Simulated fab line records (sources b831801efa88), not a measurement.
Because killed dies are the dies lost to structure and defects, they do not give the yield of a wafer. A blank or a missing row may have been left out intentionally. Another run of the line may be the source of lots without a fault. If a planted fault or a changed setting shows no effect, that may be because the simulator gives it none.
Check for tools in common | flow sky130 | 13 lots and 39 wafers in the sample

## WHY THIS WAS OPENED
SKY_SONOS_ONO_THK_MEAS_03, reading SONOS_ONO_CVD_02_THK: flagged on 3 of 13 lots. No-fault wafers: 10.52 nm, standard deviation 0.13.
Rule: a lot gets a flag if all its wafers with a number sit over 4 standard deviations from that mean, or if no wafer of it has a number. The other lots count as sound.

lot  | measured     | on            | SONOS_ONO_CVD_02_THK (nm), wafer by wafer | flag
L108 | day 12 09:34 | film metro-01 | 10.63 10.58 10.50                         |
L110 | day 12 13:50 | film metro-03 | 10.54 10.47 10.52                         |
L107 | day 12 13:50 | film metro-02 | 10.55 10.51 10.49                         |
L109 | day 12 14:53 | film metro-01 | 10.28 10.26 10.38                         |
L112 | day 13 08:19 | film metro-02 | 10.49 10.47 10.52                         |
L114 | day 13 22:02 | film metro-01 | 10.54 10.56 10.56                         |
L115 | day 14 10:50 | film metro-02 | 10.65 10.76 10.56                         |
L117 | day 15 02:13 | film metro-01 | 10.75 10.70 10.62                         |
L118 | day 15 05:04 | film metro-01 | 10.64 10.69 10.74                         |
L119 | day 15 13:52 | film metro-03 | 8.38 8.37 8.40                            | FLAGGED
L120 | day 16 21:41 | film metro-03 | 8.18 8.37 8.11                            | FLAGGED
L121 | day 16 21:41 | film metro-01 | 8.54 8.28 8.33                            | FLAGGED
L130 | day 19 15:05 | film metro-03 | 10.55 10.65 10.51                         |
On average the flagged lots' numbers are 8.33 nm, which is -2.19 nm against the usual, or -17 standard deviations.

## WHICH TOOL RAN EACH LOT
The record keeps 1 process step preceding the reading, out of 708 steps on the route. Each cell gives the tool, then ch followed by the chambers the sampled wafers passed through, then the start.
lot  | flag    | SKY_SONOS_ONO_CVD_02
L108 |         | lpcvd-02 ch 1, day 12 07:59
L110 |         | lpcvd-02 ch 0, day 12 12:14
L107 |         | lpcvd-02 ch 1, day 12 12:14
L109 |         | lpcvd-02 ch 0, day 12 13:49
L112 |         | lpcvd-02 ch 0, day 13 07:16
L114 |         | lpcvd-02 ch 1, day 13 20:58
L115 |         | lpcvd-02 ch 0, day 14 09:47
L117 |         | lpcvd-02 ch 0, day 15 01:10
L118 |         | lpcvd-02 ch 1, day 15 04:00
L119 | FLAGGED | lpcvd-02 ch 1, day 15 12:48
L120 | FLAGGED | lpcvd-02 ch 1, day 16 20:38
L121 | FLAGGED | lpcvd-02 ch 0, day 16 20:38
L130 |         | lpcvd-02 ch 1, day 19 14:02
What these steps do:
- SKY_SONOS_ONO_CVD_02: deposits Si3N4 from DCS/NH3, target thk 10.5 nm, time 180 s.
- SKY_SONOS_ONO_THK_MEAS_03

## FLAGGED AGAINST TOTAL, ONE TOOL AT A TIME (gauges that did the reading follow at the end)
step                      | tool          | lots run | flagged | share of the flagged lots | sound lots run after its first flagged lot
SKY_SONOS_ONO_CVD_02      | lpcvd-02      | 13       | 3       | all                       | 1 (L130)
SKY_SONOS_ONO_THK_MEAS_03 | film metro-01 | 6        | 1       | some                      | 0
SKY_SONOS_ONO_THK_MEAS_03 | film metro-02 | 3        | 0       | none                      | -
SKY_SONOS_ONO_THK_MEAS_03 | film metro-03 | 4        | 2       | some                      | 1 (L130)

## WHAT IS ALLOWED BY THE TABLE
In the table, 1 row covers all flagged lots: lpcvd-02 at SKY_SONOS_ONO_CVD_02.
- lpcvd-02 at SKY_SONOS_ONO_CVD_02 ran 13 lots, 3 of them flagged. Sound lots ran on it after the first flagged one (L130), which a lasting fault on the whole tool wouldn't allow.
There is no row in the table that ran each flagged lot and no sound lot after the first.

## WHAT THE SIMULATOR PUT IN
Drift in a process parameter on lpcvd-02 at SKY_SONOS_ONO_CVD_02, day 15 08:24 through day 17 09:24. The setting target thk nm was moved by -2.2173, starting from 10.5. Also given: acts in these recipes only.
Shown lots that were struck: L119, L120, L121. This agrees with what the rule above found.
